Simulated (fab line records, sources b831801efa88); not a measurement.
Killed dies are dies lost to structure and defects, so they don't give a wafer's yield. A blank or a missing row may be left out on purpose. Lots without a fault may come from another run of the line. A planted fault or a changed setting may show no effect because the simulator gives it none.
Tool commonality check | flow gf180mcu | 14 lots, 42 wafers sampled

WHY IT WAS OPENED
At GF_MVPSD_TW_MEAS_11 the reading MVPSD_TW is flagged on 2 of 14 lots. Wafers without a fault read 554.9, standard deviation 2.1.
Rule: a lot is flagged when every wafer of it that has a number lies more than 4 standard deviations from that mean, or none has a number. The other lots count as sound.

lot  | measured     | on            | MVPSD_TW, wafer by wafer | flag
L886 | day 5 03:25  | film_metro-04 | 553.5 556.3 551.7        |
L887 | day 5 08:37  | film_metro-04 | 555.8 553.3 554.6        |
L889 | day 5 23:08  | film_metro-03 | 552.0 557.0 557.2        |
L890 | day 6 02:26  | film_metro-03 | 561.2 557.8 555.5        |
L894 | day 7 00:21  | film_metro-04 | 704.7 701.0 701.5        | FLAGGED
L896 | day 7 13:53  | film_metro-04 | 703.7 703.4 703.9        | FLAGGED
L899 | day 8 06:27  | film_metro-03 | 557.2 553.7 554.7        |
L900 | day 8 15:50  | film_metro-03 | 558.4 557.4 555.9        |
L903 | day 9 05:05  | film_metro-04 | 553.0 552.9 551.7        |
L905 | day 9 17:38  | film_metro-03 | 555.6 553.5 556.3        |
L906 | day 9 21:28  | film_metro-03 | 553.4 554.5 552.7        |
L907 | day 10 04:35 | film_metro-01 | 553.6 553.5 555.4        |
L908 | day 10 12:40 | film_metro-04 | 552.2 549.0 552.5        |
L909 | day 10 17:07 | film_metro-03 | 560.9 552.4 555.7        |
The numbers of the flagged lots are 703.0 on average: +148.1 against the usual, or +71 standard deviations.

WHICH TOOL RAN EACH LOT
The record holds 1 process step before the reading, out of a route of 602 steps. In each cell: the tool, then ch and the chambers that the sampled wafers went through, then the start.
lot  | flag    | GF_MVPSD_IMPLANT_09
L886 |         | implanter-03 ch 0, day 5 03:10
L887 |         | implanter-03 ch 0, day 5 08:23
L889 |         | implanter-02 ch 0, day 5 22:53
L890 |         | implanter-02 ch 0, day 6 02:02
L894 | FLAGGED | implanter-02 ch 0, day 7 00:07
L896 | FLAGGED | implanter-02 ch 0, day 7 13:38
L899 |         | implanter-01 ch 0, day 8 06:13
L900 |         | implanter-03 ch 0, day 8 15:35
L903 |         | implanter-01 ch 0, day 9 04:50
L905 |         | implanter-03 ch 0, day 9 17:24
L906 |         | implanter-03 ch 0, day 9 21:13
L907 |         | implanter-01 ch 0, day 10 04:20
L908 |         | implanter-03 ch 0, day 10 12:25
L909 |         | implanter-03 ch 0, day 10 16:52
What these steps do:
- GF_MVPSD_IMPLANT_09
- GF_MVPSD_TW_MEAS_11

FLAGGED OVER TOTAL, TOOL BY TOOL (the gauges that took the reading come last)
step                | tool          | lots run | flagged | share of the flagged lots | sound lots run after its first flagged lot
GF_MVPSD_IMPLANT_09 | implanter-01  | 3        | 0       | none                      | -
GF_MVPSD_IMPLANT_09 | implanter-02  | 4        | 2       | all                       | 0
GF_MVPSD_IMPLANT_09 | implanter-03  | 7        | 0       | none                      | -
GF_MVPSD_TW_MEAS_11 | film_metro-01 | 1        | 0       | none                      | -
GF_MVPSD_TW_MEAS_11 | film_metro-03 | 7        | 0       | none                      | -
GF_MVPSD_TW_MEAS_11 | film_metro-04 | 6        | 2       | all                       | 2 (L903,L908)

WHAT THE TABLE ALLOWS
2 rows of the table ran every flagged lot: implanter-02 at GF_MVPSD_IMPLANT_09, film_metro-04 at GF_MVPSD_TW_MEAS_11.
- implanter-02 at GF_MVPSD_IMPLANT_09: 2 of its 4 lots flagged. Its last sound lot is L890 (day 6 02:02), its first flagged lot L894 (day 7 00:07): a fault that began between those two fits. Its own readings lie more than 4 standard deviations out on every wafer of the flagged lots: dose_ions_cm2, faraday_current_uA.
- film_metro-04 at GF_MVPSD_TW_MEAS_11: 2 of its 6 lots flagged. Sound lots ran on it after the first flagged one (L903, L908), which a lasting fault on the whole tool wouldn't allow.
One tool is left: implanter-02 at GF_MVPSD_IMPLANT_09.

WHAT THE SIMULATOR HAD PUT IN
Process parameter drift: implanter-02, from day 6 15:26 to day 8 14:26, at GF_MVPSD_IMPLANT_09. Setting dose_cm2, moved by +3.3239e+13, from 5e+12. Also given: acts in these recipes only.
Lots struck among those shown: L894, L896. The rule above found the same.
